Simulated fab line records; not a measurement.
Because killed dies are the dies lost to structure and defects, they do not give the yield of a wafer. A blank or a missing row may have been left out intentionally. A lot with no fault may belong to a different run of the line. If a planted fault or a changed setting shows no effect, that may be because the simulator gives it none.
What tool caused it? ; flow gf180mcu ; 42 wafers sampled from 14 lots at 1 step of a route of 602

== WHAT EACH GAUGE READ, for each wafer ==
GF_STI_THK_MEAS_02. Usual: for STI_OXIDATION_THK the level is 10.02 nm and the standard deviation is 0.18.
lot;measured;on;STI_OXIDATION_THK (nm);flag
L825;day 1 21:31;film-metro-01;10.21 10.21 10.24;
L828;day 2 12:35;film-metro-01;9.96 9.79 10.12;
L829;day 2 17:43;film-metro-04;10.16 10.27 10.24;
L830;day 2 22:31;film-metro-01;10.44 10.51 10.26;
L831;day 3 03:31;film-metro-03;9.97 9.92 10.21;
L832;day 3 08:49;film-metro-03;9.93 10.04 10.12;
L833;day 3 13:56;film-metro-01;9.77 9.94 9.90;
L834;day 3 19:06;film-metro-03;9.92 9.86 9.86;
L835;day 3 23:31;film-metro-03;10.01 9.83 9.95;
L836;day 4 06:37;film-metro-03;9.78 9.86 9.77;
L839;day 4 19:31;film-metro-03;10.06 9.92 10.01;
L840;day 5 02:04;film-metro-03;9.87 10.09 9.74;
L845;day 6 01:41;film-metro-03;10.07 9.91 9.87;
L846;day 6 07:16;film-metro-03;9.98 9.98 9.94;

== WHICH TOOL RAN EACH LOT (tool, then ch and the chambers of the sampled wafers, then the start) ==
There is no process step in the record ahead of these readings.

== AS READ BY THE TOOLS THEMSELVES (means over the sampled wafers that have a number; for cases with no such wafer, the mark the record gives instead) ==
The record holds no such reading with a usual standard deviation.

== THE ANSWER, worked out from the rows above alone ==
Rule: a lot counts as off when the mean over its wafers that have a number is more than 3 standard deviations away from the usual mean. A lot without any number at a reading at which 4 lots or more have one is off too. All remaining lots with rows at the step are treated as sound. The gauges are gone through in route order, then the tools' own readings, and for those a lot's mean is taken as printed above. The first step at which some lot is off is used, and at that step the reading that is off furthest; a lot without a number counts as furthest.
Nothing can be told from this: no lot is off at any reading shown.

== WHAT THE SIMULATOR PUT IN ==
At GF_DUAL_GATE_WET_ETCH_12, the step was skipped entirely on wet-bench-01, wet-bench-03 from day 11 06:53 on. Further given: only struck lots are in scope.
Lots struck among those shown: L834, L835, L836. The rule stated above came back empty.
